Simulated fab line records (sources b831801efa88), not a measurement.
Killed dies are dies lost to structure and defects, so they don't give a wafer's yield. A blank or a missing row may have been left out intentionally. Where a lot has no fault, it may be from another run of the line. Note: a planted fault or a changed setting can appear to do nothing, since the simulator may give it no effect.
fab line records ; flow sfqLine
[record] lots = 6; wafers = 18; lastDay = 92
route steps=325 shown INCOMING@1 L0@3 L0V@16 M0@28 M8@325
lots with no fault: from the same line, run without faults
startH: hours from the record's first day to the start of the lot's first wafer shown ; waitH: time in hours since the lot's previous step ; " same as the row above ; L1.1+2: a row that stands for several wafers ; - value missing, or start not given ; * or withheld: withheld ; < > ~ a bound
route shown NAME@n: names a module that has steps shown in the file, with the first one's number in the route ; usual: mean/standard deviation taken from wafers without a fault ; same: alike in all rows ; chamber/n: place in a boat ; sites: readings site by site ; _std_site: standard deviation across them ; _edge_site: inner sites' mean taken away from outer sites' mean ; radiusMm: how far each site lies from the wafer's centre ; mask NAME#n: copy n ; behind: the last tool/chamber to shape the wafer ; hold: the reason the lot was held/the length of the hold in hours/how it ended ; device: whichever transistor did not switch (one of n, p or np) ; end of line: the tests these same wafers got at the end of their route ; a step with no rows: only its recipe ; killed: dies that structure and defects cost at the first sort, which is not the same as the wafer's yield ; map: a wafer's dies, marking killed ones x, the rest . and places with no die _
set.NAME: the run value of the setting; set.NAME@STEP: its run value at that earlier step ; model.NAME: the simulator's own value behind a step, which no gauge read
lots at selected steps of the route; one table per step, one row per wafer
services: a tool's chamber out of use, with start hour (startH, from the record's first day; less than 0 if before it), hours out, and reason
[[steps]]
[step SFQ_INCOMING_BOW_MEAS_900]
[recipe] mode = bow
[usual] INCOMING_BOW = 0/5.5
lot.wafer;tool;chamber;startH;waitH;INCOMING_BOW[um]
L729.1;filmMetro-02;-;10.00;-;-3
L729.2;filmMetro-02;-;10.00;-;-2
L729.3;filmMetro-02;-;10.00;-;10
L737.1;filmMetro-01;-;50.00;-;6
L737.3;filmMetro-01;-;50.00;-;-2
L737.6;filmMetro-01;-;50.00;-;-6
L739.1;filmMetro-02;-;60.00;-;-3
L739.4;filmMetro-02;-;60.00;-;-3
L739.6;filmMetro-02;-;60.00;-;-12
L742.1;filmMetro-03;-;75.00;-;6
L742.2;filmMetro-03;-;75.00;-;1
L742.5;filmMetro-03;-;75.00;-;0
L748.3;filmMetro-02;-;105.04;-;-3
L748.4;filmMetro-02;-;105.04;-;4
L748.5;filmMetro-02;-;105.04;-;3
L751.3;filmMetro-02;-;120.04;-;4
L751.4;filmMetro-02;-;120.04;-;7
L751.5;filmMetro-02;-;120.04;-;3
[step SFQ_TRILAYER_INCOMING_OXIDATION_002]
[recipe] tempC = 1000; ambient = H2O; targetThkA = 5000; pH2oTorr = 720; oxTimeS = 4939
[step SFQ_TRILAYER_L0_DEP_SPUTTER_003]
[recipe] material = MoNx_KI; basePressurePa = 1.33e-06; targetThkNm = 40; powerW = 800; timeS = 100; chamberPressurePa = 0.4
[usual] basePressurePa = 1.33e-06/8.8e-08; cathodeDcPowerW = 800.00/0.14; throttleValvePct = 30.3/1.2
lot.wafer;tool;chamber;startH;waitH;basePressurePa;cathodeDcPowerW;throttleValvePct;model.MoNx_KI_of_TRILAYER_L0_DEP_SPUTTER_003.thkNm
L729.1;pvdSputter-06;-;12.49;0.0;1.24e-06;799.93;30.6;40.54
L729.2;pvdSputter-06;-;12.49;0.0;1.34e-06;799.94;29.5;40.55
L729.3;pvdSputter-06;-;12.49;0.0;1.22e-06;800.00;30.5;40.75
L737.1;pvdSputter-06;-;52.49;0.0;1.25e-06;800.04;30.6;39.56
L737.3;pvdSputter-06;-;52.49;0.0;1.37e-06;800.05;29.5;40.06
L737.6;pvdSputter-06;-;52.49;0.0;1.34e-06;800.01;31.3;39.72
L739.1;pvdSputter-06;-;62.49;0.0;1.45e-06;858.10;29.4;43.6
L739.4;pvdSputter-06;-;62.49;0.0;1.32e-06;858.21;31.5;43.31
L739.6;pvdSputter-06;-;62.49;0.0;1.34e-06;858.14;30.1;43.61
L742.1;pvdSputter-06;-;77.49;0.0;1.41e-06;858.15;31.2;42.96
L742.2;pvdSputter-06;-;77.49;0.0;1.26e-06;858.00;29.5;43.15
L742.5;pvdSputter-06;-;77.49;0.0;1.35e-06;857.96;30.5;43.08
L748.3;pvdSputter-05;-;107.49;0.0;1.3e-06;799.99;31.0;40.16
L748.4;pvdSputter-05;-;107.49;0.0;1.27e-06;799.71;28.0;40.17
L748.5;pvdSputter-05;-;107.49;0.0;1.28e-06;800.11;30.9;40.11
L751.3;pvdSputter-04;-;122.49;0.0;1.3e-06;799.90;30.3;39.95
L751.4;pvdSputter-04;-;122.49;0.0;1.52e-06;799.86;29.9;39.51
L751.5;pvdSputter-04;-;122.49;0.0;1.36e-06;799.95;30.0;39.26
[step SFQ_L0_RS_MEAS_901]
[recipe] thkMeasGauge = four-point-probe; reads = MoNx_KI_of_TRILAYER_L0_DEP_SPUTTER_003
[usual] L0_MONX_KI_RS = 43.5/0.38
lot.wafer;tool;chamber;startH;waitH;hold;L0_MONX_KI_RS[ohm/sq]
L729.1;filmMetro-04;-;12.56;0.0;-;42.9
L729.2;filmMetro-04;-;12.56;0.0;-;43.0
L729.3;filmMetro-04;-;12.56;0.0;-;42.7
L737.1;filmMetro-04;-;52.56;0.0;-;44.0
L737.3;filmMetro-04;-;52.56;0.0;-;43.4
L737.6;filmMetro-04;-;52.56;0.0;-;43.7
L739.1;filmMetro-02;-;62.56;0.0;awaitDispo/0.2h/release;39.9
L739.4;filmMetro-02;-;62.56;0.0;awaitDispo/0.2h/release;40.2
L739.6;filmMetro-02;-;62.56;0.0;awaitDispo/0.2h/release;39.9
L739.1;filmMetro-02;-;62.85;0.3;-;40.0
L739.4;filmMetro-02;-;62.85;0.3;-;40.2
L739.6;filmMetro-02;-;62.85;0.3;-;39.9
L742.1;filmMetro-02;-;77.56;0.0;awaitDispo/0.2h/release;40.6
L742.2;filmMetro-02;-;77.56;0.0;awaitDispo/0.2h/release;40.4
L742.5;filmMetro-02;-;77.56;0.0;awaitDispo/0.2h/release;40.4
L742.1;filmMetro-02;-;77.85;0.3;-;40.5
L742.2;filmMetro-02;-;77.85;0.3;-;40.3
L742.5;filmMetro-02;-;77.85;0.3;-;40.4
L748.3;filmMetro-04;-;107.60;0.1;-;43.3
L748.4;filmMetro-04;-;107.60;0.1;-;43.3
L748.5;filmMetro-04;-;107.60;0.1;-;43.4
L751.3;filmMetro-04;-;122.60;0.1;-;43.5
L751.4;filmMetro-04;-;122.60;0.1;-;44.0
L751.5;filmMetro-04;-;122.60;0.1;-;44.2
[step SFQ_L0_THK_MEAS_902]
[recipe] thkMeasGauge = xrf; reads = MoNx_KI_of_TRILAYER_L0_DEP_SPUTTER_003
[usual] L0_MONX_KI_THK = 40.3/0.36
lot.wafer;tool;chamber;startH;waitH;hold;L0_MONX_KI_THK[nm]
L729.1;filmMetro-04;-;12.68;0.1;-;41.1
L729.2;filmMetro-04;-;12.68;0.1;-;41.0
L729.3;filmMetro-04;-;12.68;0.1;-;41.1
L737.1;filmMetro-04;-;52.68;0.1;-;39.9
L737.3;filmMetro-04;-;52.68;0.1;-;40.6
L737.6;filmMetro-04;-;52.68;0.1;-;40.0
L739.1;filmMetro-02;-;65.16;2.3;awaitDispo/0.2h/release;43.8
L739.4;filmMetro-02;-;65.16;2.3;awaitDispo/0.2h/release;43.2
L739.6;filmMetro-02;-;65.16;2.3;awaitDispo/0.2h/release;43.8
L739.1;filmMetro-02;-;65.39;0.2;-;43.9
L739.4;filmMetro-02;-;65.39;0.2;-;43.4
L739.6;filmMetro-02;-;65.39;0.2;-;43.7
L742.1;filmMetro-02;-;82.19;4.3;awaitDispo/0.2h/release;43.0
L742.2;filmMetro-02;-;82.19;4.3;awaitDispo/0.2h/release;43.4
L742.5;filmMetro-02;-;82.19;4.3;awaitDispo/0.2h/release;43.3
L742.1;filmMetro-02;-;83.39;1.2;-;43.2
L742.2;filmMetro-02;-;83.39;1.2;-;43.4
L742.5;filmMetro-02;-;83.39;1.2;-;43.3
L748.3;filmMetro-04;-;107.70;0.1;-;40.7
L748.4;filmMetro-04;-;107.70;0.1;-;40.6
L748.5;filmMetro-04;-;107.70;0.1;-;40.6
L751.3;filmMetro-04;-;122.70;0.1;-;40.5
L751.4;filmMetro-04;-;122.70;0.1;-;40.1
L751.5;filmMetro-04;-;122.70;0.1;-;39.9
[step SFQ_TRILAYER_L0_LITHO_COAT_005]
[recipe] resist = KrF; spinRpm = 3000; resistThkNm = 600
[step SFQ_TRILAYER_L0_LITHO_SOFTBAKE_009]
[recipe] tempC = withheld; timeS = withheld; resist = KrF
[step SFQ_TRILAYER_L0_LITHO_EXPOSE_006]
[recipe] maskId = L0; na = 0.6; sourceShape = conventional; sigmaOuter = 0.65; targetCdNm = 2000; doseMj = 14.4
[step SFQ_TRILAYER_L0_LITHO_PEB_008]
[recipe] pebTempC = 115; pebTimeS = 60; resist = KrF
[step SFQ_TRILAYER_L0_LITHO_DEVELOP_007]
[recipe] timeS = 60; resist = KrF
[step SFQ_TRILAYER_L0_BARC_OPEN_METAL_ETCH_010]
[recipe] maskMaterial = PR; chemistry = O2; targetDepthNm = 125; target = BARC; icpW = 600; biasW = 80; pressureMtorr = 10; timeS = 41.7
[usual] biasW = 80.00/0.21; chamberPressureMTorr = 10.000/0.0092; drypumpMotorCurrentA = 5.5/0.31; oesProductAu = 0.685/0.0049
lot.wafer;tool;chamber;startH;waitH;biasW;chamberPressureMTorr;drypumpMotorCurrentA;oesProductAu;rfHoursCounterH
L729.1;rieMetal-03;0;73.77;0.1;80.03;9.992;5.9;0.686;21
L729.2;rieMetal-03;1;73.77;0.1;80.17;9.995;5.2;0.689;0
L729.3;rieMetal-03;0;73.77;0.1;79.72;10.010;5.9;0.687;-
L737.1;rieMetal-01;1;130.15;0.1;79.83;10.000;6.0;0.687;171
L737.3;rieMetal-01;1;130.15;0.1;79.83;9.993;6.0;0.684;-
L737.6;rieMetal-01;1;130.15;0.1;79.79;9.984;6.0;0.681;-
L739.1;rieMetal-03;1;140.95;0.1;80.31;10.006;5.2;0.685;12
L739.4;rieMetal-03;0;140.95;0.1;80.06;10.011;5.9;0.684;-
L739.6;rieMetal-03;0;140.95;0.1;80.08;10.008;5.9;0.680;-
L742.1;rieMetal-04;1;162.47;0.1;79.76;10.000;5.5;0.674;40
L742.2;rieMetal-04;0;162.47;0.1;79.98;9.982;5.4;0.688;95
L742.5;rieMetal-04;0;162.47;0.1;79.79;10.003;5.4;0.684;-
L748.3;rieMetal-03;1;200.99;0.1;80.21;10.001;5.2;0.686;-
L748.4;rieMetal-03;0;200.99;0.1;79.97;9.998;5.9;0.683;-
L748.5;rieMetal-03;0;200.99;0.1;80.35;10.002;5.9;0.686;-
L751.3;rieMetal-03;0;216.59;0.1;80.17;10.013;5.9;0.687;-
L751.4;rieMetal-03;1;216.59;0.1;79.96;9.992;5.1;0.692;-
L751.5;rieMetal-03;1;216.59;0.1;79.72;9.987;5.2;0.688;-
[step SFQ_TRILAYER_L0_ETCH_METAL_ETCH_008]
[recipe] target = MoNx_KI; stopOn = SiO2; maskMaterial = PR; chemistry = SF6/O2; targetDepthNm = 50; icpW = 600; biasW = 80; pressureMtorr = 10; timeS = 25
[usual] biasW = 79.99/0.24; chamberPressureMTorr = 9.999/0.0088; drypumpMotorCurrentA = 5.5/0.31; oesProductAu = 0.874/0.006
lot.wafer;tool;chamber;startH;waitH;biasW;chamberPressureMTorr;drypumpMotorCurrentA;oesProductAu;rfHoursCounterH
L729.1;rieMetal-03;0;73.83;0.0;80.24;9.993;5.9;0.874;21
L729.2;rieMetal-03;1;73.83;0.0;79.90;9.989;5.2;0.883;0
L729.3;rieMetal-03;0;73.83;0.0;80.43;9.992;6.0;0.878;-
L737.1;rieMetal-01;1;130.21;0.0;80.23;9.997;6.0;0.863;171
L737.3;rieMetal-01;1;130.21;0.0;80.44;9.999;6.0;0.878;-
L737.6;rieMetal-01;1;130.21;0.0;80.16;10.005;6.0;0.868;-
L739.1;rieMetal-03;1;141.01;0.0;80.13;10.011;5.2;0.919;12
L739.4;rieMetal-03;0;141.01;0.0;80.25;9.996;5.9;0.912;-
L739.6;rieMetal-03;0;141.01;0.0;80.48;10.000;5.9;0.921;-
L742.1;rieMetal-04;1;162.53;0.0;79.94;9.998;5.5;0.920;40
L742.2;rieMetal-04;0;162.53;0.0;80.09;10.003;5.4;0.909;95
L742.5;rieMetal-04;0;162.53;0.0;79.94;9.989;5.4;0.912;-
L748.3;rieMetal-03;1;201.05;0.0;79.80;10.007;5.2;0.875;-
L748.4;rieMetal-03;0;201.05;0.0;79.87;9.986;5.9;0.878;-
L748.5;rieMetal-03;0;201.05;0.0;79.84;9.997;5.9;0.883;-
L751.3;rieMetal-03;0;216.65;0.0;80.14;9.996;5.9;0.868;-
L751.4;rieMetal-03;1;216.65;0.0;80.14;9.994;5.2;0.873;-
L751.5;rieMetal-03;1;216.65;0.0;80.17;9.996;5.2;0.860;-
[step SFQ_TRILAYER_L0_STRIP_STRIP_009]
[recipe] gas = O2; powerW = 200; platenTempC = 40; overashFraction = 0.65; chemistry = O2; pressureMtorr = 50
[usual] chamberPressureMTorr = 50.00/0.049; drypumpMotorCurrentA = 5.5/0.31; oesProductAu = 1.003/0.013
lot.wafer;tool;chamber;startH;waitH;chamberPressureMTorr;drypumpMotorCurrentA;oesProductAu;rfHoursCounterH
L729.1;rieMetal-03;0;73.87;0.0;49.99;5.9;1.019;21
L729.2;rieMetal-03;1;73.87;0.0;50.03;5.1;0.989;0
L729.3;rieMetal-03;0;73.87;0.0;49.99;5.9;1.016;-
L737.1;rieMetal-01;1;130.25;0.0;49.93;6.0;1.006;171
L737.3;rieMetal-01;1;130.25;0.0;49.98;6.0;1.000;-
L737.6;rieMetal-01;1;130.25;0.0;50.01;6.0;1.004;-
L739.1;rieMetal-03;1;141.05;0.0;49.99;5.2;0.977;12
L739.4;rieMetal-03;0;141.05;0.0;49.98;5.9;1.015;-
L739.6;rieMetal-03;0;141.05;0.0;50.05;5.9;1.014;-
L742.1;rieMetal-04;1;162.58;0.0;50.08;5.5;1.006;40
L742.2;rieMetal-04;0;162.58;0.0;49.99;5.4;1.002;95
L742.5;rieMetal-04;0;162.58;0.0;49.95;5.4;1.006;-
L748.3;rieMetal-03;1;201.28;0.2;49.96;5.2;0.986;-
L748.4;rieMetal-03;0;201.28;0.2;50.00;5.9;1.013;-
L748.5;rieMetal-03;0;201.28;0.2;49.87;5.9;1.018;-
L751.3;rieMetal-03;0;216.88;0.2;49.94;5.9;1.023;-
L751.4;rieMetal-03;1;216.88;0.2;50.01;5.2;0.996;-
L751.5;rieMetal-03;1;216.88;0.2;50.03;5.2;0.997;-
[step SFQ_TRILAYER_L0_STRIP_SOLV_CLEAN_010]
[recipe] chemistry = NMP; tempC = 70; timeS = 600
[step SFQ_TRILAYER_L0_CAP_PECVD_011]
[recipe] material = SiO2; tempC = 150; timeS = 13.333; pressureTorr = 2.4; rfW = 183.3; precursor = SiH4/N2O; targetThkNm = 60
[step SFQ_TRILAYER_L0_VIA_LITHO_COAT_018]
[recipe] resist = BARC; spinRpm = 3000; resistThkNm = 62
[step SFQ_TRILAYER_L0_VIA_LITHO_COAT_013]
[recipe] resist = KrF; spinRpm = 3000; resistThkNm = 650
[step SFQ_TRILAYER_L0_VIA_LITHO_SOFTBAKE_017]
[recipe] tempC = withheld; timeS = withheld; resist = KrF
[step SFQ_TRILAYER_L0_VIA_LITHO_EXPOSE_014]
[recipe] maskId = L0V; na = 0.6; sourceShape = conventional; sigmaOuter = 0.65; targetCdNm = 700; doseMj = 21.3
[step SFQ_TRILAYER_L0_VIA_LITHO_PEB_016]
[recipe] pebTempC = 115; pebTimeS = 60; resist = KrF
[step SFQ_TRILAYER_L0_VIA_LITHO_DEVELOP_015]
[recipe] timeS = 60; resist = KrF
[step SFQ_L0V_OVL_MEAS_903]
[usual] L0V_OVL = 0/5.1
lot.wafer;tool;chamber;startH;waitH;L0V_OVL[nm]
L729.1;overlay-01;-;156.47;0.1;-1
L729.2;overlay-01;-;156.47;0.1;-4
L729.3;overlay-01;-;156.47;0.1;3
L737.1;overlay-01;-;228.57;0.1;-2
L737.3;overlay-01;-;228.57;0.1;-1
L737.6;overlay-01;-;228.57;0.1;-6
L739.1;overlay-02;-;243.87;0.1;3
L739.4;overlay-02;-;243.87;0.1;3
L739.6;overlay-02;-;243.87;0.1;0
L742.1;overlay-02;-;265.47;0.1;-7
L742.2;overlay-02;-;265.47;0.1;-4
L742.5;overlay-02;-;265.47;0.1;-9
L748.3;overlay-02;-;308.46;0.1;5
L748.4;overlay-02;-;308.46;0.1;0
L748.5;overlay-02;-;308.46;0.1;5
L751.3;overlay-01;-;332.20;0.1;-8
L751.4;overlay-01;-;332.20;0.1;1
L751.5;overlay-01;-;332.20;0.1;-2
[step SFQ_TRILAYER_L0_VIA_BARC_OPEN_VIA_ETCH_021]
[recipe] maskMaterial = PR; chemistry = O2; targetDepthNm = 125; target = BARC; sourceW = 500; biasW = 80; pressureMtorr = 30; timeS = 41.7
[usual] biasW = 79.98/0.23; chamberPressureMTorr = 29.996/0.023; drypumpMotorCurrentA = 5.6/0.46; oesProductAu = 0.685/0.0049
lot.wafer;tool;chamber;startH;waitH;biasW;chamberPressureMTorr;drypumpMotorCurrentA;oesProductAu;rfHoursCounterH
L729.1;rieDiel-02;3;156.51;0.0;79.41;30.013;6.2;0.686;10
L729.2;rieDiel-02;1;156.51;0.0;80.10;30.009;5.3;0.684;52
L729.3;rieDiel-02;2;156.51;0.0;80.34;30.052;6.0;0.699;1
L737.1;rieDiel-02;0;228.61;0.0;80.09;30.026;5.8;0.687;9
L737.3;rieDiel-02;3;228.61;0.0;80.15;29.995;6.2;0.684;12
L737.6;rieDiel-02;3;228.61;0.0;80.03;29.975;6.2;0.682;-
L739.1;rieDiel-01;0;243.90;0.0;80.43;30.019;5.9;0.681;6
L739.4;rieDiel-01;1;243.90;0.0;79.85;30.034;6.1;0.683;10
L739.6;rieDiel-01;2;243.90;0.0;80.00;30.006;5.7;0.689;-
L742.1;rieDiel-02;3;265.50;0.0;80.12;29.971;6.3;0.682;12
L742.2;rieDiel-02;1;265.50;0.0;79.58;29.985;5.4;0.691;54
L742.5;rieDiel-02;3;265.50;0.0;80.41;29.988;6.2;0.692;-
L748.3;rieDiel-03;1;308.48;0.0;80.42;30.021;4.8;0.691;3
L748.4;rieDiel-03;2;308.48;0.0;80.22;29.963;5.1;0.688;26
L748.5;rieDiel-03;1;308.48;0.0;80.24;30.012;4.8;0.679;-
L751.3;rieDiel-03;0;332.22;0.0;79.90;30.044;5.3;0.683;46
L751.4;rieDiel-03;2;332.22;0.0;80.03;29.942;5.1;0.686;27
L751.5;rieDiel-03;1;332.22;0.0;80.02;29.981;4.8;0.691;-
[step SFQ_TRILAYER_L0_VIA_ETCH_VIA_ETCH_016]
[recipe] target = SiO2; stopOn = MoNx_KI; maskMaterial = PR; chemistry = CHF3; targetDepthNm = 80; sourceW = 500; biasW = 80; pressureMtorr = 30; timeS = withheld
[step SFQ_TRILAYER_L0_VIA_STRIP_STRIP_017]
[recipe] gas = O2; powerW = 200; platenTempC = 40; overashFraction = 0.65; chemistry = O2; pressureMtorr = 50
[usual] chamberPressureMTorr = 50.00/0.047; drypumpMotorCurrentA = 5.6/0.41; oesProductAu = 1.005/0.015
lot.wafer;tool;chamber;startH;waitH;chamberPressureMTorr;drypumpMotorCurrentA;oesProductAu;rfHoursCounterH
L729.1;rieMetal-04;0;156.60;-;49.93;5.4;1.015;94
L729.2;rieMetal-04;1;156.60;-;50.01;5.5;1.016;38
L729.3;rieMetal-04;0;156.60;-;49.94;5.4;1.026;-
L737.1;rieMetal-03;1;228.70;-;49.99;5.2;0.992;29
L737.3;rieMetal-03;1;228.70;-;49.95;5.2;0.984;-
L737.6;rieMetal-03;1;228.70;-;49.97;5.1;0.977;-
L739.1;rieMetal-03;0;243.99;-;49.96;5.9;1.020;50
L739.4;rieMetal-03;1;243.99;-;50.02;5.1;0.980;-
L739.6;rieMetal-03;0;243.99;-;50.08;5.9;1.026;-
L742.1;rieMetal-03;0;265.59;-;49.97;6.0;1.028;54
L742.2;rieMetal-03;1;265.59;-;49.98;5.2;0.985;35
L742.5;rieMetal-03;1;265.59;-;49.89;5.1;0.990;-
L748.3;rieMetal-03;1;308.77;-;49.99;5.2;0.993;-
L748.4;rieMetal-03;0;308.77;-;49.96;6.0;1.021;-
L748.5;rieMetal-03;0;308.77;-;50.04;5.9;1.019;-
L751.3;rieMetal-04;1;332.51;-;49.89;5.5;0.988;-
L751.4;rieMetal-04;0;332.51;-;50.01;5.4;1.030;-
L751.5;rieMetal-04;0;332.51;-;49.94;5.4;1.025;-
[step SFQ_TRILAYER_L0_VIA_STRIP_SOLV_CLEAN_018]
[recipe] chemistry = NMP; tempC = 70; timeS = 600
[step SFQ_TRILAYER_M0_DEP_PRE_CLEAN_020]
[recipe] gas = Ar; timeS = 15; biasV = 250
[step SFQ_TRILAYER_M0_DEP_SPUTTER_019]
[recipe] material = Nb; basePressurePa = 1.33e-06; chamberPressurePa = 0.1333; substrateTempC = 20; resputterCathodeVoltageV = 400; targetThkNm = 200; powerW = 2000; timeS = 133.3
[usual] basePressurePa = 1.34e-06/9.5e-08; cathodeDcPowerW = 2000.0/0.39; throttleValvePct = 29.9/1.3
lot.wafer;tool;chamber;startH;waitH;basePressurePa;cathodeDcPowerW;throttleValvePct
L729.1;pvdSputter-03;-;157.60;0.0;1.31e-06;1999.8;27.9
L729.2;pvdSputter-03;-;157.60;0.0;1.32e-06;2000.5;29.4
L729.3;pvdSputter-03;-;157.60;0.0;1.2e-06;1999.9;30.4
L737.1;pvdSputter-05;-;230.10;0.0;1.35e-06;1999.9;28.4
L737.3;pvdSputter-05;-;230.10;0.0;1.28e-06;2000.1;31.2
L737.6;pvdSputter-05;-;230.10;0.0;1.43e-06;1999.6;31.1
L739.1;pvdSputter-05;-;244.81;0.0;1.27e-06;2000.2;28.4
L739.4;pvdSputter-05;-;244.81;0.0;1.36e-06;2000.0;31.0
L739.6;pvdSputter-05;-;244.81;0.0;1.38e-06;2000.0;31.6
L742.1;pvdSputter-05;-;266.41;0.0;1.37e-06;2000.7;30.9
L742.2;pvdSputter-05;-;266.41;0.0;1.37e-06;1999.9;31.1
L742.5;pvdSputter-05;-;266.41;0.0;1.38e-06;1999.4;31.2
L748.3;pvdSputter-05;-;309.37;0.0;1.35e-06;2000.5;31.2
L748.4;pvdSputter-05;-;309.37;0.0;1.36e-06;2000.5;30.9
L748.5;pvdSputter-05;-;309.37;0.0;1.44e-06;2000.1;31.6
L751.3;pvdSputter-03;-;333.11;0.0;1.28e-06;2000.5;28.0
L751.4;pvdSputter-03;-;333.11;0.0;1.33e-06;2000.3;30.5
L751.5;pvdSputter-03;-;333.11;0.0;1.37e-06;1999.7;28.0
[step SFQ_M0_RS_MEAS_904]
[recipe] thkMeasGauge = four-point-probe; reads = Nb_of_TRILAYER_M0_DEP_SPUTTER_019
[usual] M0_NB_RS = 0.889/0.0098
lot.wafer;tool;chamber;startH;waitH;M0_NB_RS[ohm/sq]
L729.1;filmMetro-01;-;157.69;0.0;0.890
L729.2;filmMetro-01;-;157.69;0.0;0.897
L729.3;filmMetro-01;-;157.69;0.0;0.896
L737.1;filmMetro-04;-;230.19;0.0;0.872
L737.3;filmMetro-04;-;230.19;0.0;0.874
L737.6;filmMetro-04;-;230.19;0.0;0.889
L739.1;filmMetro-04;-;244.90;0.0;0.888
L739.4;filmMetro-04;-;244.90;0.0;0.887
L739.6;filmMetro-04;-;244.90;0.0;0.892
L742.1;filmMetro-04;-;266.50;0.0;0.874
L742.2;filmMetro-04;-;266.50;0.0;0.902
L742.5;filmMetro-04;-;266.50;0.0;0.896
L748.3;filmMetro-04;-;309.50;0.1;0.886
L748.4;filmMetro-04;-;309.50;0.1;0.908
L748.5;filmMetro-04;-;309.50;0.1;0.896
L751.3;filmMetro-04;-;333.24;0.1;0.880
L751.4;filmMetro-04;-;333.24;0.1;0.888
L751.5;filmMetro-04;-;333.24;0.1;0.889
[step SFQ_TRILAYER_M0_LITHO_COAT_026]
[recipe] resist = BARC; spinRpm = 3000; resistThkNm = 62
[step SFQ_M8_BOW_MEAS_951]
[recipe] mode = bow
[usual] M8_BOW = 8/8.1
lot.wafer;tool;chamber;startH;waitH;M8_BOW[um];model.etest.l0.ohmSq;model.etest.l0v.linkOhm;model.etest.l0.ohmUm
L729.1;filmMetro-02;-;1755.98;0.0;13;42.96;43.88;21.46
L729.2;filmMetro-02;-;1755.98;0.0;14;42.96;43.88;21.45
L729.3;filmMetro-02;-;1755.98;0.0;28;42.75;43.67;21.36
L737.1;filmMetro-01;-;2111.19;0.0;14;44.03;44.93;22.01
L737.3;filmMetro-01;-;2111.19;0.0;7;43.48;44.38;21.75
L737.6;filmMetro-01;-;2111.19;0.0;4;43.85;44.77;21.93
L739.1;filmMetro-01;-;2121.99;0.0;5;39.95;40.87;19.97
L739.4;filmMetro-01;-;2121.99;0.0;6;40.22;41.13;20.11
L739.6;filmMetro-01;-;2121.99;0.0;-4;39.94;40.86;19.97
L742.1;filmMetro-04;-;2188.62;0.0;17;40.55;41.45;20.26
L742.2;filmMetro-04;-;2188.62;0.0;12;40.37;41.3;20.19
L742.5;filmMetro-04;-;2188.62;0.0;12;40.43;41.36;20.22
L748.3;filmMetro-01;-;2203.75;0.0;16;43.38;44.3;21.67
L748.4;filmMetro-01;-;2203.75;0.0;21;43.36;44.3;21.68
L748.5;filmMetro-01;-;2203.75;0.0;22;43.43;44.36;21.73
L751.3;filmMetro-04;-;2209.90;0.0;7;43.6;44.51;21.79
L751.4;filmMetro-04;-;2209.90;0.0;10;44.08;45;22.02
L751.5;filmMetro-04;-;2209.90;0.0;4;44.37;45.28;22.15
[[services]]
tool;chamber;startH;hours;kind
pvdSputter-05;-;0.72;1.2;repair
pvdSputter-05;-;10.79;1.7;repair
rieDiel-02;1;25.09;2.5;repair
rieMetal-01;1;26.45;14.2;repair
rieMetal-01;0;31.29;19.3;repair
rieDiel-03;3;44.92;4.6;repair
rieDiel-03;0;67.55;1.4;repair
rieDiel-03;-;88.53;1.4;repair
pvdSputter-05;-;102.09;0.8;repair
rieDiel-02;2;107.23;9.8;repair
pvdSputter-03;-;110.36;1.6;repair
rieMetal-04;1;114.57;9.9;repair
rieDiel-02;-;128.68;2.8;pm
rieMetal-04;0;138.44;10.4;repair
rieMetal-03;0;143.24;1.1;repair
rieMetal-01;0;158.80;15.6;repair
rieMetal-03;-;170.82;1.0;repair
rieMetal-04;-;200.26;0.3;repair
rieMetal-03;0;220.16;9.1;repair
rieDiel-02;1;220.18;11.1;repair
rieMetal-01;1;254.07;5.4;repair
rieDiel-02;1;308.51;4.9;repair
rieMetal-01;0;313.05;14.9;repair
pvdSputter-06;-;314.00;5.3;repair
[[key]]
[firstSign] step = SFQ_TRILAYER_L0_DEP_SPUTTER_003; reading = cathodeDcPowerW; direction = up; sigmas = 99+; usual = 800.00; struck = 858.09
[effect] step = SFQ_L0_RS_MEAS_901; reading = visit; direction = added
[effect] step = SFQ_L0_RS_MEAS_901; reading = L0_MONX_KI_RS; direction = down; sigmas = 8.4; usual = 43.5; struck = 40.2
[effect] step = SFQ_L0_THK_MEAS_902; reading = visit; direction = added
[effect] step = SFQ_L0_THK_MEAS_902; reading = L0_MONX_KI_THK; direction = up; sigmas = 8.5; usual = 40.3; struck = 43.4
[effect] step = SFQ_TRILAYER_L0_ETCH_METAL_ETCH_008; reading = oesProductAu; direction = up; sigmas = 6.9; usual = 0.874; struck = 0.916
[modelEffect] step = SFQ_TRILAYER_L0_DEP_SPUTTER_003; value = MoNx_KI_of_TRILAYER_L0_DEP_SPUTTER_003.thkNm; without = 40.38; struck = 43.29
[modelEffect] step = SFQ_M8_BOW_MEAS_951; value = etest.l0.ohmSq; without = 43.14; struck = 40.24
metAt SFQ_TRILAYER_L0_DEP_SPUTTER_003
struckWafers L739.1,L739.4,L739.6,L742.1,L742.2,L742.5
onsetBetween 52.49 62.49
[fault] kind = processParameterDrift; tool = pvdSputter-06; chamber = -; onsetH = 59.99; steps = SFQ_TRILAYER_L0_DEP_SPUTTER_003; channel = powerW; offset = 58.13; shape = step; endH = 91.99; actsIn = theseRecipesOnly; stated = 800
